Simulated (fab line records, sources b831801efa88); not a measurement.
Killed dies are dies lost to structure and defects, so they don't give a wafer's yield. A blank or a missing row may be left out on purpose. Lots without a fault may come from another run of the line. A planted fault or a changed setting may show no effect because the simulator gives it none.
fab line records | flow gf180mcu
record lots=7 wafers=21 last_day=33
route steps=602 shown CONTACT@305 M1@315
lots that met no fault: from a run of the same line without faults
start_h: hours from the record's first day to the start of the lot's first wafer shown | wait_h: hours since the lot's step before | " the same as in the row above | L1.1+2: a row that stands for several wafers | - no value, or no start given | * or withheld: withheld | < > ~ a bound
route shown NAME@n: a module of which the file shows steps, and the number in the route of the first | usual: mean/standard deviation of fault-free wafers | same: alike in all rows | chamber/n: place in a boat | sites: the reading at each site | _std_site: their standard deviation | _edge_site: outer sites' mean less inner sites' | radius_mm: how far each site lies from the wafer's centre | mask NAME#n: copy n | behind: the tool/chamber that last shaped the wafer | hold: why the lot was held/for how many hours/how that ended | device: the transistor (n, p or np) that didn't switch | end of line: the same wafers' tests at the end of the route | a step without rows: its recipe alone | killed: dies lost to structure and defects at the first sort, not the wafer's yield | map: a wafer's dies, x killed, . not, _ none there
set.NAME: the setting as run; set.NAME@STEP: as run at that earlier step | model.NAME: the simulator's own value behind a step, which no gauge read
lots at some steps of the route; a table a step, a row a wafer
services: from which hour (start_h, from the record's first day; less than 0 if before it) a tool's chamber was out of use, for how many hours, and why
## steps
# step GF_CONTACT_STRIP_18
# recipe chemistry=O2/N2 power_w=1400 pressure_mtorr=1500 platen_temp_c=250 o2_flow_sccm=3000 n2_flow_sccm=300 overash_fraction=0.5
# step GF_CONTACT_CLEAN_19
# recipe chemistry=SPM
# step GF_CONTACT_CLEAN_20
# recipe chemistry=DIW
# step GF_CONTACT_CLEAN_21
# recipe chemistry=dHF time_s=20 dilution=100:1 dry=ipa_marangoni
# step GF_CONTACT_SPUTTER_22
# recipe material=Ti target_thk_nm=15 chamber_pressure_pa=5 power_w=2500 substrate_temp_c=200 time_s=80.02
# usual cathode_dc_power_W=2500.0/0.46 chamber_pressure_pa=5.001/0.01 throttle_valve_pct=30.3/0.53
# columns lot.wafer tool chamber start_h wait_h cathode_dc_power_W chamber_pressure_pa throttle_valve_pct
L829.2 pvd_sputter-01 - 425.75 0.0 2500.6 5.002 31.1
L829.3 " - " " 2499.3 4.987 29.9
L829.5 " - " " 2499.5 5.002 30.2
L830.1 pvd_sputter-02 - 437.06 0.0 2499.4 4.995 29.8
L830.2 " - " " 2499.6 4.997 30.3
L830.3 " - " " 2501.2 4.998 30.6
L833.2 pvd_sputter-02 - 458.41 0.0 2499.3 4.991 31.1
L833.3 " - " " 2499.6 5.011 29.7
L833.5 " - " " 2499.9 5.016 30.5
L834.1 pvd_sputter-01 - 466.19 0.0 2499.9 4.999 30.1
L834.4 " - " " 2499.7 4.981 30.2
L834.5 " - " " 2500.2 5.001 30.1
L835.1 pvd_sputter-02 - 475.98 0.0 2500.1 5.004 30.2
L835.3 " - " " 2500.0 4.987 30.9
L835.5 " - " " 2500.4 4.998 30.4
L837.1 pvd_sputter-03 - 494.46 0.0 2500.3 5.002 30.4
L837.3 " - " " 2500.2 5.015 30.5
L837.4 " - " " 2499.5 5.000 28.8
L841.2 pvd_sputter-01 - 529.73 0.0 2500.3 4.989 30.0
L841.4 " - " " 2500.1 5.017 30.2
L841.5 " - " " 2499.2 5.017 30.9
# step GF_CONTACT_SPUTTER_23
# recipe material=TiN target_thk_nm=10 chamber_pressure_pa=5 power_w=4000 time_s=40
# step GF_CONTACT_CVD_24
# recipe material=W target_thk_nm=300 time_s=90.339 temp_c=400 pressure_torr=40
# usual heater_power_outer_w=437/38 heater_power_w=729/60
# columns lot.wafer tool chamber start_h wait_h heater_power_outer_w heater_power_w
L829.2 cvd_w-01 0 425.85 0.0 413 667
L829.3 " 1 " " 425 702
L829.5 " 0 " " 405 675
L830.1 cvd_w-01 0 437.16 0.0 404 663
L830.2 " 1 " " 431 696
L830.3 " 0 " " 420 671
L833.2 cvd_w-02 0 458.51 0.0 502 817
L833.3 " 1 " " 464 801
L833.5 " 0 " " 497 849
L834.1 cvd_w-02 1 466.29 0.0 463 781
L834.4 " 0 " " 503 826
L834.5 " 0 " " 509 832
L835.1 cvd_w-01 1 476.08 0.0 423 729
L835.3 " 1 " " 418 727
L835.5 " 1 " " 421 709
L837.1 cvd_w-02 1 494.56 0.0 467 767
L837.3 " 1 " " 462 789
L837.4 " 0 " " 499 829
L841.2 cvd_w-02 0 529.83 0.0 509 853
L841.4 " 0 " " 514 824
L841.5 " 0 " " 505 806
# step GF_CONTACT_RS_MEAS_25
# recipe thk_meas_gauge=four-point-probe reads=W_of_CONTACT_CVD_24+TiN_of_CONTACT_SPUTTER_23+Ti_of_CONTACT_SPUTTER_22
# usual CONTACT_W_RS=0.385/0.0037
# columns lot.wafer tool chamber start_h wait_h CONTACT_W_RS[ohm/sq]
L829.2 film_metro-01 - 425.97 0.1 0.380
L829.3 " - " " 0.383
L829.5 " - " " 0.384
L830.1 film_metro-02 - 437.26 0.1 0.383
L830.2 " - " " 0.380
L830.3 " - " " 0.386
L833.2 film_metro-01 - 458.63 0.1 0.385
L833.3 " - " " 0.384
L833.5 " - " " 0.386
L834.1 film_metro-03 - 466.40 0.1 0.387
L834.4 " - " " 0.385
L834.5 " - " " 0.381
L835.1 film_metro-02 - 476.18 0.1 0.384
L835.3 " - " " 0.388
L835.5 " - " " 0.384
L837.1 film_metro-02 - 494.66 0.1 0.384
L837.3 " - " " 0.390
L837.4 " - " " 0.388
L841.2 film_metro-03 - 529.95 0.1 0.385
L841.4 " - " " 0.381
L841.5 " - " " 0.384
# step GF_CONTACT_THK_MEAS_26
# recipe thk_meas_gauge=xrf reads=W_of_CONTACT_CVD_24
# usual CONTACT_W_THK=307/3.8
# columns lot.wafer tool chamber start_h wait_h CONTACT_W_THK[nm]
L829.2 film_metro-01 - 426.08 0.1 314
L829.3 " - " " 312
L829.5 " - " " 311
L830.1 film_metro-02 - 437.38 0.1 305
L830.2 " - " " 307
L830.3 " - " " 303
L833.2 film_metro-01 - 458.74 0.1 311
L833.3 " - " " 312
L833.5 " - " " 309
L834.1 film_metro-03 - 466.52 0.1 310
L834.4 " - " " 311
L834.5 " - " " 315
L835.1 film_metro-02 - 476.30 0.1 306
L835.3 " - " " 302
L835.5 " - " " 306
L837.1 film_metro-02 - 494.78 0.1 304
L837.3 " - " " 300
L837.4 " - " " 301
L841.2 film_metro-03 - 530.06 0.1 308
L841.4 " - " " 311
L841.5 " - " " 309
# step GF_CONTACT_CMP_27
# recipe stop_on=SiO2 down_force_psi=3.5 platen_rpm=60 t_overpolish_s=15 target_thk_nm=0 pad_velocity_m_s=0.94248
# usual motor_current_A=10.7/0.94 overpolish_run_s=15.000/0.0088 time_to_endpoint_s=72.1/2.7
# columns lot.wafer tool chamber start_h wait_h motor_current_A overpolish_run_s time_to_endpoint_s
L829.3 cmp-02 3 426.13 0.0 11.3 15.006 70.4
L829.2 " 0 " " 10.3 14.995 72.5
L829.5 " 0 " " 9.7 14.992 70.2
L830.3 cmp-02 0 437.44 0.0 10.5 14.997 73.6
L830.2 " 2 " " 11.9 15.001 73.2
L830.1 " 3 " " 10.2 15.012 76.2
L833.3 cmp-01 0 458.79 0.0 9.6 14.995 79.2
L833.2 " 1 " " 11.1 14.991 71.5
L833.5 " 1 " " 10.9 14.992 71.5
L834.4 cmp-02 3 466.58 0.0 10.5 14.995 69.2
L834.1 " 0 " " 10.6 14.996 73.2
L834.5 " 3 " " 10.9 15.001 71.5
L835.1 cmp-02 2 476.41 0.1 12.1 15.000 72.8
L835.3 " 0 " " 10.6 15.000 71.2
L835.5 " 1 " " 10.6 14.994 70.1
L837.4 cmp-01 1 494.84 0.0 11.5 14.979 69.3
L837.3 " 2 " " 11.2 15.005 72.3
L837.1 " 0 " " 9.0 14.987 74.3
L841.4 cmp-01 1 530.16 0.1 11.0 14.997 71.8
L841.2 " 2 " " 11.6 15.005 71.6
L841.5 " 0 " " 9.4 14.993 76.1
# step GF_M1_SPUTTER_00
# recipe material=Ti target_thk_nm=37.5 arriving_ion_energy_ev=80 substrate_temp_c=200 chamber_pressure_pa=2 power_w=4000 time_s=150
# step GF_M1_SPUTTER_01
# recipe material=TiN target_thk_nm=30 power_w=6500 time_s=25 chamber_pressure_pa=0.4
# step GF_M1_SPUTTER_02
# recipe material=AlCu target_thk_nm=450 power_w=10600 time_s=23.9 chamber_pressure_pa=0.4
# usual cathode_dc_power_W=10600/2 chamber_pressure_pa=0.4001/0.00085 throttle_valve_pct=30.1/1.1
# columns lot.wafer tool chamber start_h wait_h cathode_dc_power_W chamber_pressure_pa throttle_valve_pct
L829.2 pvd_sputter-03 - 426.56 0.0 10604 0.3990 30.7
L829.3 " - " " 10600 0.4004 30.3
L829.5 " - " " 10599 0.3995 30.9
L830.1 pvd_sputter-04 - 437.88 0.0 10600 0.4021 31.0
L830.2 " - " " 10599 0.4003 27.4
L830.3 " - " " 10599 0.4010 30.7
L833.2 pvd_sputter-03 - 459.22 0.0 - - -
L833.3 " - " " - - -
L833.5 " - " " - - -
L834.1 pvd_sputter-03 - 467.01 0.0 - - -
L834.4 " - " " - - -
L834.5 " - " " - - -
L835.1 pvd_sputter-03 - 476.79 0.0 - - -
L835.3 " - " " - - -
L835.5 " - " " - - -
L837.1 pvd_sputter-01 - 495.27 0.0 10601 0.4005 30.5
L837.3 " - " " 10599 0.4003 31.2
L837.4 " - " " 10598 0.3978 30.1
L841.2 pvd_sputter-01 - 530.54 0.0 10601 0.4005 31.4
L841.4 " - " " 10601 0.4005 30.0
L841.5 " - " " 10600 0.3997 30.5
# step GF_M1_SPUTTER_03
# recipe material=Ti target_thk_nm=10 substrate_temp_c=300 chamber_pressure_pa=0.3 power_w=3000 time_s=6.7
# usual cathode_dc_power_W=3000.1/0.55 chamber_pressure_pa=0.3000/0.00063 throttle_valve_pct=30.1/1
# columns lot.wafer tool chamber start_h wait_h cathode_dc_power_W chamber_pressure_pa throttle_valve_pct
L829.2 pvd_sputter-03 - 426.59 0.0 2999.5 0.3008 30.6
L829.3 " - " " 2999.4 0.3002 30.6
L829.5 " - " " 2999.1 0.2995 30.8
L830.1 pvd_sputter-04 - 437.90 0.0 3000.9 0.2999 31.2
L830.2 " - " " 2999.3 0.2987 27.6
L830.3 " - " " 3001.3 0.2999 30.6
L833.2 pvd_sputter-03 - 459.25 0.0 2999.5 0.2997 30.3
L833.3 " - " " 3000.2 0.2996 30.1
L833.5 " - " " 2999.7 0.3004 28.7
L834.1 pvd_sputter-03 - 467.04 0.0 2999.8 0.3002 29.1
L834.4 " - " " 3000.8 0.3008 30.5
L834.5 " - " " 3000.0 0.3004 28.6
L835.1 pvd_sputter-03 - 476.82 0.0 2999.8 0.2995 30.2
L835.3 " - " " 2998.8 0.3002 28.7
L835.5 " - " " 3000.5 0.3004 30.6
L837.1 pvd_sputter-01 - 495.30 0.0 2999.4 0.3005 30.0
L837.3 " - " " 2999.4 0.2998 31.3
L837.4 " - " " 3000.5 0.2993 30.0
L841.2 pvd_sputter-01 - 530.57 0.0 3000.6 0.2994 31.1
L841.4 " - " " 2999.1 0.3000 30.2
L841.5 " - " " 3000.7 0.3006 30.6
# step GF_M1_SPUTTER_04
# recipe material=TiN target_thk_nm=50 power_w=6500 time_s=41.7 chamber_pressure_pa=0.4
# usual cathode_dc_power_W=6500.1/1.2 chamber_pressure_pa=0.4000/0.00082 throttle_valve_pct=30.1/1
# columns lot.wafer tool chamber start_h wait_h cathode_dc_power_W chamber_pressure_pa throttle_valve_pct
L829.2 pvd_sputter-03 - 426.61 0.0 6499.4 0.4002 30.3
L829.3 " - " " 6497.8 0.4010 30.3
L829.5 " - " " 6499.1 0.3997 30.6
L830.1 pvd_sputter-04 - 437.93 0.0 6501.4 0.3993 31.0
L830.2 " - " " 6502.7 0.3993 27.4
L830.3 " - " " 6500.6 0.4009 30.6
L833.2 pvd_sputter-03 - 459.27 0.0 6500.8 0.4002 30.3
L833.3 " - " " 6503.7 0.3989 30.7
L833.5 " - " " 6501.5 0.3986 28.7
L834.1 pvd_sputter-03 - 467.06 0.0 6498.7 0.3996 28.8
L834.4 " - " " 6500.2 0.4006 30.3
L834.5 " - " " 6500.2 0.3981 28.6
L835.1 pvd_sputter-03 - 476.84 0.0 6496.0 0.3998 30.3
L835.3 " - " " 6499.9 0.3980 28.6
L835.5 " - " " 6499.9 0.3988 30.7
L837.1 pvd_sputter-01 - 495.32 0.0 6501.5 0.4011 30.2
L837.3 " - " " 6500.8 0.3993 31.1
L837.4 " - " " 6499.9 0.3996 30.2
L841.2 pvd_sputter-01 - 530.59 0.0 6498.9 0.3995 31.1
L841.4 " - " " 6499.9 0.3993 30.3
L841.5 " - " " 6499.7 0.3984 30.6
# step GF_M1_RS_MEAS_05
# recipe thk_meas_gauge=four-point-probe reads=TiN_of_M1_SPUTTER_04+Ti_of_M1_SPUTTER_03+AlCu_of_M1_SPUTTER_02+TiN_of_M1_SPUTTER_01+Ti_of_M1_SPUTTER_00
# usual M1_ALCU_RS=0.0693/0.00072
# columns lot.wafer tool chamber start_h wait_h M1_ALCU_RS[ohm/sq]
L829.2 film_metro-02 - 426.67 0.0 0.0690
L829.3 " - " " 0.0691
L829.5 " - " " 0.0696
L830.1 film_metro-03 - 437.97 0.0 0.0695
L830.2 " - " " 0.0688
L830.3 " - " " 0.0697
L833.2 film_metro-04 - 459.33 0.0 7.1182
L833.3 " - " " 7.1047
L833.5 " - " " 7.0498
L834.1 film_metro-04 - 467.10 0.0 7.1241
L834.4 " - " " 7.1638
L834.5 " - " " 7.1198
L835.1 film_metro-04 - 476.88 0.0 7.1322
L835.3 " - " " 7.1084
L835.5 " - " " 7.0797
L837.1 film_metro-03 - 495.36 0.0 0.0699
L837.3 " - " " 0.0699
L837.4 " - " " 0.0700
L841.2 film_metro-04 - 530.65 0.0 0.0698
L841.4 " - " " 0.0702
L841.5 " - " " 0.0701
# step GF_M1_THK_MEAS_06
# recipe thk_meas_gauge=xrf reads=AlCu_of_M1_SPUTTER_02
# usual M1_ALCU_THK=441/5.1
# columns lot.wafer tool chamber start_h wait_h M1_ALCU_THK[nm]
L829.2 film_metro-02 - 426.78 0.1 438
L829.3 " - " " 439
L829.5 " - " " 433
L830.1 film_metro-03 - 438.09 0.1 444
L830.2 " - " " 448
L830.3 " - " " 440
L833.2 film_metro-04 - 459.44 0.1 <0
L833.3 " - " " <0
L833.5 " - " " <0
L834.1 film_metro-04 - 467.22 0.1 <0
L834.4 " - " " <0
L834.5 " - " " <0
L835.1 film_metro-04 - 477.00 0.1 <0
L835.3 " - " " <0
L835.5 " - " " <0
L837.1 film_metro-03 - 495.48 0.1 439
L837.3 " - " " 437
L837.4 " - " " 437
L841.2 film_metro-04 - 530.76 0.1 436
L841.4 " - " " 437
L841.5 " - " " 435
# step GF_M1_DEHYDRATE_07
# recipe temp_c=200 time_s=60
# step GF_M1_HMDS_08
# recipe prime_time_s=60 prime_temp_c=120
# step GF_M1_COAT_09
# recipe resist=KrF spin_rpm=withheld resist_thk_nm=1000
# step GF_M1_SOFTBAKE_10
# recipe temp_c=130 time_s=60 resist=KrF
# step GF_M1_EXPOSE_11
# recipe mask_id=Metal1 target_cd_nm=230 na=0.68 source_shape=conventional sigma_outer=0.6 dose_mj=28
# step GF_M1_PEB_12
# recipe peb_temp_c=135 peb_time_s=90 resist=KrF
# step GF_M1_DEVELOP_13
# recipe develop_time_s=60 dev_temp_c=21
# step GF_M1_CD_MEAS_14
# recipe target_cd_nm=230
# usual cd_nm=230.4/1.4
# columns lot.wafer tool chamber start_h wait_h cd_nm
L829.2 cd_sem-01 - 450.71 0.1 228.6
L829.3 " - " " 229.6
L829.5 " - " " 227.3
L830.1 cd_sem-02 - 462.09 0.1 231.2
L830.2 " - " " 230.8
L830.3 " - " " 233.4
L833.2 cd_sem-01 - 483.27 0.1 231.8
L833.3 " - " " 230.4
L833.5 " - " " 231.1
L834.1 cd_sem-01 - 491.39 0.1 231.1
L834.4 " - " " 230.6
L834.5 " - " " 229.2
L835.1 cd_sem-02 - 500.09 0.1 229.2
L835.3 " - " " 228.6
L835.5 " - " " 229.2
L837.1 cd_sem-01 - 518.19 0.1 229.8
L837.3 " - " " 229.5
L837.4 " - " " 229.6
L841.2 cd_sem-02 - 553.57 0.1 231.5
L841.4 " - " " 231.6
L841.5 " - " " 231.2
# step GF_M1_OVL_MEAS_15
# usual M1_OVL=1/4.7
# columns lot.wafer tool chamber start_h wait_h M1_OVL[nm]
L829.2 overlay-01 - 450.82 0.1 4
L829.3 " - " " 1
L829.5 " - " " 2
L830.1 overlay-02 - 462.21 0.1 1
L830.2 " - " " 3
L830.3 " - " " 2
L833.2 overlay-02 - 483.37 0.1 1
L833.3 " - " " -2
L833.5 " - " " -1
L834.1 overlay-02 - 491.51 0.1 4
L834.4 " - " " 10
L834.5 " - " " 5
L835.1 overlay-01 - 500.21 0.1 4
L835.3 " - " " 6
L835.5 " - " " 5
L837.1 overlay-02 - 518.31 0.1 1
L837.3 " - " " 0
L837.4 " - " " 4
L841.2 overlay-02 - 553.67 0.1 0
L841.4 " - " " -6
L841.5 " - " " 1
# step GF_M1_METAL_ETCH_16
# recipe chemistry=Cl2/BCl3 mask_material=KrF target_depth_nm=627.5 stop_on=SiO2 pressure_mtorr=8 icp_w=800 bias_w=140 Cl2_flow_sccm=80 bcl3_flow_sccm=40 time_s=104.6
# usual bias_w=140.0/0.4 drypump_motor_current_A=6.0/0.52 he_backside_leak_sccm=3.41/0.18 oes_product_au=0.973/0.0064 throttle_valve_pct=28.248/0.01
# columns lot.wafer tool chamber start_h wait_h bias_w drypump_motor_current_A he_backside_leak_sccm oes_product_au rf_hours_counter_h throttle_valve_pct
L829.2 rie_metal-03 0 450.85 0.0 140.2 6.7 3.58 0.971 8 28.257
L829.3 " 0 " " 139.4 6.7 3.57 0.967 - 28.232
L829.5 " 0 " " 140.3 6.7 3.67 0.976 - 28.254
L830.1 rie_metal-04 0 462.25 0.0 140.1 6.4 3.41 0.966 0 28.252
L830.2 " 0 " " 141.1 6.4 3.42 0.982 - 28.233
L830.3 " 0 " " 140.0 6.4 3.56 0.968 - 28.252
L833.2 rie_metal-02 1 483.44 0.1 140.1 5.9 2.92 0.996 - 28.228
L833.3 " 1 " " 140.4 5.9 2.86 0.988 - 28.232
L833.5 " 1 " " 140.4 5.9 2.89 0.996 - 28.211
L834.1 rie_metal-03 0 491.55 0.0 140.0 6.7 3.79 0.997 9 28.226
L834.4 " 0 " " 140.2 6.7 3.71 0.995 - 28.237
L834.5 " 1 " " 139.8 5.1 3.39 0.987 - 28.230
L835.1 rie_metal-03 0 500.25 0.0 139.7 6.7 3.39 0.990 9 28.226
L835.3 " 1 " " 140.6 5.2 3.55 0.994 - 28.230
L835.5 " 1 " " 140.6 5.1 3.42 0.993 - 28.219
L837.1 rie_metal-03 0 518.34 0.0 139.8 6.6 3.69 0.967 10 28.249
L837.3 " 1 " " 140.6 5.1 3.45 0.971 - 28.247
L837.4 " 0 " " 139.8 6.7 3.77 0.966 - 28.247
L841.2 rie_metal-02 0 553.70 0.0 139.7 6.1 3.18 0.971 1 28.256
L841.4 " 1 " " 139.8 5.9 3.28 0.965 - 28.245
L841.5 " 0 " " 139.3 6.0 3.21 0.976 - 28.245
# step GF_M1_STRIP_17
# recipe chemistry=O2/N2 power_w=1400 pressure_mtorr=1500 platen_temp_c=250 o2_flow_sccm=3000 n2_flow_sccm=300 overash_fraction=0.5
## services
# columns tool chamber start_h hours kind
cmp-02 - 402.88 19.0 pm
cvd_w-02 0 404.00 - clean
cvd_w-02 1 404.00 - clean
pvd_sputter-03 0 409.18 - consumable_replace:kit
pvd_sputter-03 0 409.18 18.0 scheduled_down
pvd_sputter-03 0 409.18 18.0 vent_cycle
cmp-02 - 421.91 4.0 pm
rie_metal-04 - 424.41 15.6 pm
cmp-02 - 425.91 - consumable_replace:conditioner
cmp-02 - 425.91 - consumable_replace:pad
cmp-01 - 427.15 5.0 pm
cvd_w-02 - 427.31 1.2 repair
cmp-01 - 455.27 1.2 repair
rie_metal-04 - 455.36 0.1 repair
pvd_sputter-01 1 455.98 - consumable_replace:kit
pvd_sputter-01 1 455.98 18.0 scheduled_down
pvd_sputter-01 1 455.98 18.0 vent_cycle
cmp-01 - 460.42 11.7 pm
rie_metal-04 - 463.84 1.4 pm
cmp-01 - 512.61 5.7 pm
pvd_sputter-02 - 518.16 1.0 repair
cmp-01 - 521.73 0.3 repair
cvd_w-02 - 532.00 6.9 pm
cmp-01 - 541.53 2.5 repair
## key
first_sign step=GF_M1_SPUTTER_02 reading=tool_record direction=missing
effect step=GF_M1_RS_MEAS_05 reading=M1_ALCU_RS direction=up sigmas=99+ usual=0.0693 struck=7.1112
effect step=GF_M1_THK_MEAS_06 reading=M1_ALCU_THK direction=down sigmas=87 usual=441 struck=<0
effect step=GF_M1_METAL_ETCH_16 reading=oes_product_au direction=up sigmas=3.2 usual=0.973 struck=0.993
met_at GF_M1_SPUTTER_02
struck_wafers L833.2,L833.3,L833.5,L834.1,L834.4,L834.5,L835.1,L835.3,L835.5
later_rows_left_out L833.2,L833.3,L833.5,L834.1,L834.4,L834.5,L835.1,L835.3,L835.5
sort_left_out L833.2,L833.3,L833.5,L834.1,L834.4,L834.5,L835.1,L835.3,L835.5
onset_between 426.56 459.22
fault kind=skipped_step_whole tool=pvd_sputter-03 chamber=- onset_h=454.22 steps=GF_M1_SPUTTER_02 scope=struck_lots_only
# sort_left_out: the simulated sort isn't trusted on such a fault, so these wafers' sort isn't shown, and their yield isn't known
# later_rows_left_out: the simulator's readings of these wafers behind a module that went badly wrong aren't trusted and aren't shown, but for the sort
